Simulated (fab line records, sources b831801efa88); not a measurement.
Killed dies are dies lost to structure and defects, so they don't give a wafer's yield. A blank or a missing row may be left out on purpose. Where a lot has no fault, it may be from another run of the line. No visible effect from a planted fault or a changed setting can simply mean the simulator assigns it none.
fab line records	flow sky130
record: lots: 7	wafers: 18	last-day: 50
route steps=708 shown LOCAL_INTERCONNECT@396 CONTACT@406 PAD_OPEN@708
lots with no fault: from the same line, run without faults
start-h: the number of hours between the record's first day and the start of the first shown wafer of the lot	wait-h: hours elapsed since this lot's preceding step	" repeats the value in the row above	L1.1+2: a single row standing in for several wafers	- no value, or no start was given	* or withheld: withheld	< > ~ a bound
route shown NAME@n: a module of which the file shows steps, and the number in the route of the first	usual: the fault-free wafers' mean and standard deviation	same: alike in all rows	chamber/n: place in a boat	sites: each site's reading	_std_site: standard deviation of those values	_edge_site: mean of outer sites minus mean of inner sites	radius-mm: how far each site lies from the wafer's centre	mask NAME#n: copy n	behind: tool/chamber where the wafer was last shaped	hold: why the lot was held/for how many hours/how that ended	device: the n, p or np transistor that did not switch	end of line: at the end of the route, the tests of the same wafers	step lacking rows: just its recipe	killed: the dies lost at the first sort to structure and to defects; this is not the yield of the wafer	map: per-die view of a wafer (x killed, . not killed, _ where there is no die)
set.NAME: the setting the step ran with; set.NAME@STEP: the setting that earlier step ran with	model.NAME: the simulator's own value behind a step, which no gauge read
a table for each step, a row for each wafer; lots at some steps of the route
services: when a tool's chamber went out of use (start-h, in hours from the record's first day, below 0 if earlier), for how many hours, and the reason
== steps ==
step: SKY_LOCAL_INTERCONNECT_PEB_09
recipe: peb-temp-c: withheld	peb-time-s: withheld	resist: KrF-thick
step: SKY_LOCAL_INTERCONNECT_DEVELOP_10
recipe: develop-time-s: 60	resist: KrF-thick	dev-temp-c: 21
step: SKY_LOCAL_INTERCONNECT_CD_MEAS_11
recipe: target-cd-nm: 170
usual: cd-nm: 170.2/1.5
lot.wafer	tool	chamber	start-h	wait-h	cd-nm
L706.1	cd-sem-01	-	731.21	-	170.3
L706.3	"	-	"	"	169.2
L706.4	"	-	"	"	170.4
L714.1	cd-sem-01	-	790.84	-	170.9
L714.3	"	-	"	"	171.5
L717.1	cd-sem-02	-	817.56	-	173.0
L717.3	"	-	"	"	172.2
L716.2	cd-sem-02	-	819.98	-	169.7
L716.5	"	-	"	"	170.1
L721.1	cd-sem-01	-	851.84	-	169.4
L721.3	"	-	"	"	173.1
L721.6	"	-	"	"	173.1
L725.1	cd-sem-02	-	877.86	-	169.5
L725.4	"	-	"	"	169.8
L725.6	"	-	"	"	170.0
L726.1	cd-sem-01	-	882.24	-	166.6
L726.3	"	-	"	"	168.3
L726.6	"	-	"	"	166.8
step: SKY_LOCAL_INTERCONNECT_OVL_MEAS_12
usual: LOCAL_INTERCONNECT_OVL: 1/6
lot.wafer	tool	chamber	start-h	wait-h	LOCAL_INTERCONNECT_OVL[nm]
L706.1	overlay-02	-	731.33	0.1	-2
L706.3	"	-	"	"	-13
L706.4	"	-	"	"	-7
L714.1	overlay-01	-	790.96	0.1	2
L714.3	"	-	"	"	12
L717.1	overlay-02	-	817.68	0.1	0
L717.3	"	-	"	"	1
L716.2	overlay-01	-	820.09	0.1	-5
L716.5	"	-	"	"	-6
L721.1	overlay-02	-	851.96	0.1	7
L721.3	"	-	"	"	12
L721.6	"	-	"	"	13
L725.1	overlay-02	-	877.98	0.1	8
L725.4	"	-	"	"	-9
L725.6	"	-	"	"	-6
L726.1	overlay-02	-	882.36	0.1	-5
L726.3	"	-	"	"	-4
L726.6	"	-	"	"	-4
step: SKY_LOCAL_INTERCONNECT_ETCH_13
recipe: chemistry: N2/H2	target: BARC	ion-energy-ev: 200	bias-w: 100	pressure-mtorr: 30	n2-flow-sccm: 100	h2-flow-sccm: 200	icp-w: 500	stop-on: SiO2	time-s: 45.9	target-depth-a: 600
usual: drypump-motor-current-A: 5.7/0.4	he-backside-leak-sccm: 3.23/0.28	oes-product-au: 0.854/0.0051	throttle-valve-pct: 13.225/0.0093
lot.wafer	tool	chamber	start-h	wait-h	drypump-motor-current-A	he-backside-leak-sccm	oes-product-au	rf-hours-counter-h	throttle-valve-pct
L706.1	rie-metal-01	0	731.37	0.0	5.7	3.50	0.850	15	13.221
L706.3	"	1	"	"	5.5	3.24	0.845	-	13.219
L706.4	"	0	"	"	5.7	3.39	0.861	-	13.222
L714.1	rie-metal-03	1	791.00	0.0	5.1	3.22	0.854	16	13.223
L714.3	"	1	"	"	5.1	3.02	0.851	-	13.228
L717.1	rie-metal-03	1	817.72	0.0	5.1	3.20	0.853	17	13.224
L717.3	"	0	"	"	6.2	3.33	0.856	-	13.216
L716.2	rie-metal-01	1	820.12	0.0	5.5	3.40	0.852	6	13.219
L716.5	"	0	"	"	5.6	3.37	0.846	-	13.236
L721.1	rie-metal-03	0	852.00	0.0	6.3	3.23	0.856	14	13.213
L721.3	"	0	"	"	6.2	3.31	0.855	-	13.216
L721.6	"	0	"	"	6.2	3.13	0.850	-	13.204
L725.1	rie-metal-01	1	878.02	0.0	5.4	3.10	0.850	9	13.238
L725.4	"	0	"	"	5.6	3.20	0.860	-	13.224
L725.6	"	0	"	"	5.7	3.12	0.848	-	13.225
L726.1	rie-metal-01	0	882.40	0.0	5.7	3.19	0.853	4	13.218
L726.3	"	0	"	"	5.7	3.06	0.850	-	13.232
L726.6	"	0	"	"	5.7	3.08	0.858	-	13.234
step: SKY_LOCAL_INTERCONNECT_METAL_ETCH_14
recipe: target-depth-nm: 110	stop-on: PSG	chemistry: Cl2/BCl3	target: TiN	resist-sidewall-deg: 88	pressure-mtorr: 10	icp-w: 900	bias-w: 48.5	Cl2_flow_sccm: 60	bcl3-flow-sccm: 30	time-s: 31.4
usual: drypump-motor-current-A: 5.6/0.4	he-backside-leak-sccm: 3.19/0.12	oes-product-au: 0.940/0.0067	throttle-valve-pct: 21.902/0.0092
lot.wafer	tool	chamber	start-h	wait-h	drypump-motor-current-A	he-backside-leak-sccm	oes-product-au	rf-hours-counter-h	throttle-valve-pct
L706.1	rie-metal-01	0	731.43	0.0	5.6	3.30	0.935	15	21.922
L706.3	"	1	"	"	5.4	3.27	0.940	-	21.899
L706.4	"	0	"	"	5.7	3.25	0.933	-	21.892
L714.1	rie-metal-03	1	791.06	0.0	5.1	3.35	0.936	16	21.902
L714.3	"	1	"	"	5.1	3.31	0.932	-	21.912
L717.1	rie-metal-03	1	817.78	0.0	5.1	2.99	0.946	17	21.906
L717.3	"	0	"	"	6.2	3.15	0.953	-	21.884
L716.2	rie-metal-01	1	820.18	0.0	5.4	3.17	0.939	6	21.919
L716.5	"	0	"	"	5.7	3.04	0.931	-	21.904
L721.1	rie-metal-03	0	852.12	0.1	6.2	3.18	0.935	14	21.894
L721.3	"	0	"	"	6.2	3.28	0.940	-	21.886
L721.6	"	0	"	"	6.2	3.14	0.939	-	21.913
L725.1	rie-metal-01	1	878.08	0.0	5.4	3.28	0.946	9	21.898
L725.4	"	0	"	"	5.6	3.25	0.937	-	21.906
L725.6	"	0	"	"	5.6	3.31	0.932	-	21.896
L726.1	rie-metal-01	0	882.46	0.0	5.7	2.97	0.946	4	21.898
L726.3	"	0	"	"	5.6	3.06	0.949	-	21.893
L726.6	"	0	"	"	5.7	3.10	0.946	-	21.884
step: SKY_LOCAL_INTERCONNECT_STRIP_15
recipe: chemistry: O2/N2	power-w: 1400	pressure-mtorr: 1500	platen-temp-c: withheld	o2-flow-sccm: 3000	n2-flow-sccm: 300	overash-fraction: 0.5
usual: drypump-motor-current-A: 6.0/0.58	oes-product-au: 0.427/0.0046	strip-time-to-endpoint-s: 4.721/0.02
lot.wafer	tool	chamber	start-h	wait-h	drypump-motor-current-A	oes-product-au	rf-hours-counter-h	strip-time-to-endpoint-s
L706.1	plasma-asher-01	0	731.48	0.0	6.5	0.424	58	4.732
L706.3	"	0	"	"	6.5	0.430	-	4.717
L706.4	"	1	"	"	4.9	0.422	-	4.722
L714.1	plasma-asher-01	1	791.11	0.0	4.9	0.439	65	4.742
L714.3	"	0	"	"	6.6	0.427	-	4.769
L717.1	plasma-asher-01	1	817.83	0.0	5.0	0.425	68	4.715
L717.3	"	1	"	"	5.0	0.426	-	4.690
L716.2	plasma-asher-01	0	820.23	0.0	6.5	0.424	68	4.678
L716.5	"	0	"	"	6.5	0.425	-	4.696
L721.1	plasma-asher-02	1	852.22	0.1	6.2	0.428	104	4.740
L721.3	"	0	"	"	5.9	0.423	-	4.706
L721.6	"	0	"	"	5.9	0.426	-	4.730
L725.1	plasma-asher-02	0	878.13	0.0	5.9	0.431	106	4.718
L725.4	"	0	"	"	5.9	0.429	-	4.727
L725.6	"	0	"	"	5.9	0.421	-	4.724
L726.1	plasma-asher-03	0	882.51	0.0	6.0	0.426	46	4.699
L726.3	"	0	"	"	6.0	0.425	-	4.718
L726.6	"	0	"	"	6.1	0.424	-	4.709
step: SKY_LOCAL_INTERCONNECT_STRIP_16
recipe: chemistry: post-etch-residue-remover	time-s: 1200	temp-c: 72.5
step: SKY_LOCAL_INTERCONNECT_CLEAN_17
recipe: chemistry: IPA	time-s: 180	temp-c: 25
step: SKY_LOCAL_INTERCONNECT_CLEAN_18
recipe: chemistry: O3/DIW	dry: n2-spin
step: SKY_CONTACT_CVD_00
recipe: material: Si3N4	target-thk-nm: 75	temp-c: 400	time-s: withheld	rf-w: 450
usual: heater-power-w: 716/63
lot.wafer	tool	chamber	start-h	wait-h	heater-power-w
L706.1	pecvd-03	1	732.07	0.0	644
L706.3	"	2	"	"	834
L706.4	"	1	"	"	653
L714.1	pecvd-02	2	791.74	0.0	724
L714.3	"	0	"	"	725
L717.1	pecvd-02	1	818.76	0.0	707
L717.3	"	2	"	"	770
L716.2	pecvd-02	2	820.88	0.0	753
L716.5	"	2	"	"	763
L721.1	pecvd-02	0	853.25	0.0	787
L721.3	"	2	"	"	646
L721.6	"	2	"	"	657
L725.1	pecvd-01	0	878.72	0.0	709
L725.4	"	2	"	"	769
L725.6	"	1	"	"	675
L726.1	pecvd-02	1	883.11	0.0	681
L726.3	"	2	"	"	701
L726.6	"	0	"	"	689
step: SKY_CONTACT_THK_MEAS_01
recipe: reads: Si3N4_of_CONTACT_CVD_00
usual: CONTACT_CVD_00_THK: 74.9/0.82
lot.wafer	tool	chamber	start-h	wait-h	CONTACT_CVD_00_THK[nm]
L706.1	film-metro-01	-	732.11	-	75.5
L706.3	"	-	"	"	75.3
L706.4	"	-	"	"	76.1
L714.1	film-metro-03	-	791.77	-	74.5
L714.3	"	-	"	"	74.2
L717.1	film-metro-01	-	818.80	-	74.3
L717.3	"	-	"	"	74.0
L716.2	film-metro-02	-	820.92	-	74.1
L716.5	"	-	"	"	75.1
L721.1	film-metro-01	-	853.28	-	74.0
L721.3	"	-	"	"	73.4
L721.6	"	-	"	"	74.4
L725.1	film-metro-01	-	878.76	-	74.0
L725.4	"	-	"	"	75.8
L725.6	"	-	"	"	75.6
L726.1	film-metro-03	-	883.14	-	74.8
L726.3	"	-	"	"	73.6
L726.6	"	-	"	"	75.3
step: SKY_CONTACT_HDPCVD_02
recipe: material: SiO2	target-thk-nm: 565	sigma-open-frac: 0.3	time-s: 94.2	temp-c: 600	sih4-flow-sccm: 60	pressure-mtorr: 6
usual: run-length-s: 122.1/0.5
lot.wafer	tool	chamber	start-h	wait-h	run-length-s	model.SiO2_of_CONTACT_HDPCVD_02.thk-nm
L706.1	hdpcvd-02	1	732.17	0.1	121.2	570.2
L706.3	"	0	"	"	122.3	566.9
L706.4	"	2	"	"	122.2	566
L714.1	hdpcvd-02	2	791.83	0.1	118.3	532.6
L714.3	"	1	"	"	122.4	559.7
L717.1	hdpcvd-02	0	818.86	0.1	118.6	532.5
L717.3	"	1	"	"	122.3	559.6
L716.2	hdpcvd-02	2	820.97	0.0	122.9	563.8
L716.5	"	2	"	"	118.5	538.8
L721.1	hdpcvd-01	1	853.34	0.1	122.1	551.3
L721.3	"	0	"	"	121.6	552.7
L721.6	"	2	"	"	122.1	553.6
L725.1	hdpcvd-02	2	878.82	0.1	122.3	562.9
L725.4	"	2	"	"	122.8	561.3
L725.6	"	1	"	"	121.7	564.5
L726.1	hdpcvd-02	2	883.20	0.1	122.5	564.5
L726.3	"	1	"	"	121.3	559
L726.6	"	1	"	"	122.0	566.6
step: SKY_CONTACT_THK_MEAS_03
recipe: reads: SiO2_of_CONTACT_HDPCVD_02
usual: CONTACT_HDPCVD_THK: 562/4.9
lot.wafer	tool	chamber	start-h	wait-h	CONTACT_HDPCVD_THK[nm]
L706.1	film-metro-03	-	732.23	0.0	570
L706.3	"	-	"	"	567
L706.4	"	-	"	"	566
L714.1	film-metro-01	-	791.90	0.0	533
L714.3	"	-	"	"	560
L717.1	film-metro-03	-	818.93	0.0	533
L717.3	"	-	"	"	560
L716.2	film-metro-01	-	821.05	0.0	564
L716.5	"	-	"	"	539
L721.1	film-metro-03	-	853.41	0.0	551
L721.3	"	-	"	"	553
L721.6	"	-	"	"	554
L725.1	film-metro-03	-	878.89	0.0	563
L725.4	"	-	"	"	561
L725.6	"	-	"	"	564
L726.1	film-metro-02	-	883.27	0.0	565
L726.3	"	-	"	"	559
L726.6	"	-	"	"	567
step: SKY_CONTACT_CMP_04
recipe: material: SiO2	down-force-psi: 4	platen-rpm: 60	pad-velocity-m-s: 0.94248
usual: edge-zone-pressure-frac: 1.000/0.0049	motor-current-A: 11.7/1.5	platen-rpm: 60.00/0.039	time-to-endpoint-s: 82/4
lot.wafer	tool	chamber	start-h	wait-h	edge-zone-pressure-frac	motor-current-A	platen-rpm	time-to-endpoint-s
L706.1	cmp-02	0	732.34	0.1	0.996	14.6	60.00	85
L706.4	"	1	"	"	1.003	11.8	60.02	82
L706.3	"	2	"	"	1.000	11.9	59.96	85
L714.1	cmp-02	1	791.96	0.1	1.006	11.2	60.01	71
L714.3	"	2	"	"	1.008	11.5	59.96	81
L717.1	cmp-02	1	819.04	0.1	0.996	11.6	59.99	69
L717.3	"	2	"	"	1.000	11.9	59.95	81
L716.2	cmp-02	1	821.26	0.2	0.993	10.8	60.01	77
L716.5	"	3	"	"	1.003	12.2	60.01	71
L721.1	cmp-01	3	853.47	0.1	1.002	11.0	59.98	80
L721.3	"	1	"	"	1.009	12.9	60.02	79
L721.6	"	3	"	"	1.000	11.4	59.95	80
L725.4	cmp-02	0	878.95	0.0	0.993	14.0	60.01	86
L725.1	"	1	"	"	0.999	11.6	60.02	85
L725.6	"	0	"	"	1.005	14.4	59.97	87
L726.1	cmp-01	0	883.33	0.1	1.000	9.2	60.04	86
L726.3	"	1	"	"	0.998	13.0	60.04	86
L726.6	"	0	"	"	1.006	9.1	59.92	90
step: SKY_CONTACT_BOW_MEAS_05
recipe: mode: bow
usual: CONTACT_BOW: 81/7
lot.wafer	tool	chamber	start-h	wait-h	CONTACT_BOW[um]
L706.1	film-metro-01	-	732.59	0.2	84
L706.3	"	-	"	"	81
L706.4	"	-	"	"	74
L714.1	film-metro-01	-	792.26	0.2	77
L714.3	"	-	"	"	84
L717.1	film-metro-01	-	819.29	0.2	66
L717.3	"	-	"	"	70
L716.2	film-metro-03	-	821.48	0.2	72
L716.5	"	-	"	"	89
L721.1	film-metro-03	-	853.77	0.2	73
L721.3	"	-	"	"	69
L721.6	"	-	"	"	80
L725.1	film-metro-02	-	879.25	0.2	82
L725.4	"	-	"	"	90
L725.6	"	-	"	"	80
L726.1	film-metro-02	-	883.63	0.2	85
L726.3	"	-	"	"	87
L726.6	"	-	"	"	82
step: SKY_PAD_OPEN_PROBE_99
usual: killed_at_M0_to_M3: 45/7.3	killed_at_M4_up: 3.1/1.7	killed-at-contacts: 25/5.1	killed-at-front-end: 15/4.5	killed-at-other: 0.3/0.56	killed-dies: 88/9.4	killed-open: 47/6.6	killed-short: 40/6.9
same: gross-dies: 492	killed-at-back-side: 0
lot.wafer	tool	chamber	start-h	wait-h	killed_at_M0_to_M3	killed_at_M4_up	killed-at-contacts	killed-at-front-end	killed-at-other	killed-dies	killed-open	killed-short
L706.1	prober-01	-	1092.21	0.1	46	2	27	17	0	92	54	36
L706.3	prober-01	-	1092.31	0.2	44	5	22	23	0	94	39	54
L706.4	prober-01	-	1092.36	0.2	41	1	31	14	1	88	43	45
L726.1	prober-02	-	1198.12	0.1	39	1	23	18	0	81	44	36
L726.3	prober-02	-	1198.22	0.2	46	1	20	18	0	85	39	46
L726.6	prober-02	-	1198.37	0.2	38	5	24	22	0	89	48	40
killed by level:class
L706.1 CONTACT:geometric-particle:open=15 VIA1:geometric-particle:open=12 LI_CONTACT:geometric-particle:open=8 METAL2:geometric-particle:short=7 METAL3:geometric-particle:short=6 POLY_GATE:geometric-particle:short=5 POLY_GATE:geometric-particle:open=5 METAL1:geometric-particle:short=5
L706.3 VIA1:geometric-particle:open=7 POLY_GATE:geometric-particle:short=6 METAL1:geometric-particle:short=6 LOCAL_INTERCONNECT:geometric-particle:short=6 CONTACT:geometric-particle:short=6 VIA2:geometric-particle:open=6 FIELD_ISO:geometric-particle:open=5 CONTACT:geometric-particle:open=5
L706.4 CONTACT:geometric-particle:open=9 VIA1:geometric-particle:open=9 METAL2:geometric-particle:short=8 VIA3:geometric-particle:open=8 CONTACT:geometric-particle:short=7 LOCAL_INTERCONNECT:geometric-particle:short=7 LI_CONTACT:geometric-particle:open=5 METAL1:geometric-particle:short=4
L726.1 VIA1:geometric-particle:open=10 CONTACT:geometric-particle:open=8 FIELD_ISO:geometric-particle:short=6 VIA2:geometric-particle:open=6 LI_CONTACT:geometric-particle:open=5 VIA3:geometric-particle:open=5 CONTACT:geometric-particle:short=4 VIA1:geometric-particle:short=4
L726.3 VIA1:geometric-particle:open=12 METAL2:geometric-particle:short=7 VIA1:geometric-particle:short=7 CONTACT:geometric-particle:open=6 METAL1:geometric-particle:short=6 LI_CONTACT:geometric-particle:open=5 FIELD_ISO:geometric-particle:short=4 POLY_GATE:geometric-particle:short=4
L726.6 VIA1:geometric-particle:open=9 LI_CONTACT:geometric-particle:open=8 POLY_GATE:geometric-particle:open=7 LOCAL_INTERCONNECT:geometric-particle:short=7 VIA3:geometric-particle:open=7 METAL1:geometric-particle:short=5 VIA2:geometric-particle:open=5 VIA1:geometric-particle:short=4
== services ==
tool	chamber	start-h	hours	kind
pecvd-02	-	707.49	14.6	pm
hdpcvd-02	-	709.02	1.8	repair
plasma-asher-03	-	710.13	1.7	repair
hdpcvd-01	-	723.87	11.4	repair
rie-metal-03	-	735.52	0.3	repair
cmp-02	-	735.89	0.9	repair
cmp-01	-	742.12	5.6	pm
pecvd-03	-	749.75	1.6	repair
cmp-02	-	754.13	4.0	pm
hdpcvd-01	-	755.20	2.8	pm
hdpcvd-01	-	760.67	5.5	pm
cmp-02	-	766.34	6.1	repair
hdpcvd-02	0	771.46	17.5	repair
cmp-02	-	775.04	4.1	repair
pecvd-01	-	775.74	0.9	repair
cmp-02	-	779.14	6.8	pm
rie-metal-01	0	780.36	27.9	repair
pecvd-03	-	784.85	2.8	pm
plasma-asher-01	-	784.87	1.8	repair
cmp-01	-	795.19	0.7	repair
cmp-01	-	795.73	1.3	repair
plasma-asher-02	-	823.26	0.6	repair
plasma-asher-02	-	872.13	4.0	repair
rie-metal-03	-	878.92	0.6	repair
== key ==
first-sign: step: SKY_CONTACT_HDPCVD_02	reading: run-length-s	direction: down	sigmas: 7.2	usual: *	struck: *
effect: step: SKY_CONTACT_THK_MEAS_03	reading: CONTACT_HDPCVD_THK	direction: down	sigmas: 5.4	usual: 562	struck: 535
effect: step: SKY_CONTACT_CMP_04	reading: time-to-endpoint-s	direction: down	sigmas: 3	usual: *	struck: *
model-effect: step: SKY_CONTACT_HDPCVD_02	value: SiO2_of_CONTACT_HDPCVD_02.thk-nm	without: 559.1	struck: 534.6
met-at SKY_CONTACT_HDPCVD_02
struck-wafers L714.1,L716.5,L717.1
tester-left-out L714,L716,L717
onset-between 732.17 791.83
fault: kind: process-parameter-drift	tool: hdpcvd-02	chamber: -	onset-h: 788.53	steps: SKY_CONTACT_HDPCVD_02	channel: time-s	offset: *	shape: step	end-h: 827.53	scope: struck-wafers-only	acts-in: *	stated: *
tester-left-out: of these lots the tester's yield and bins aren't shown, on N5 and GAA mostly nor the transistor test; their killed dies are dies lost to structure and defects alone, not to doping, threshold or leakage, so they don't give the yield
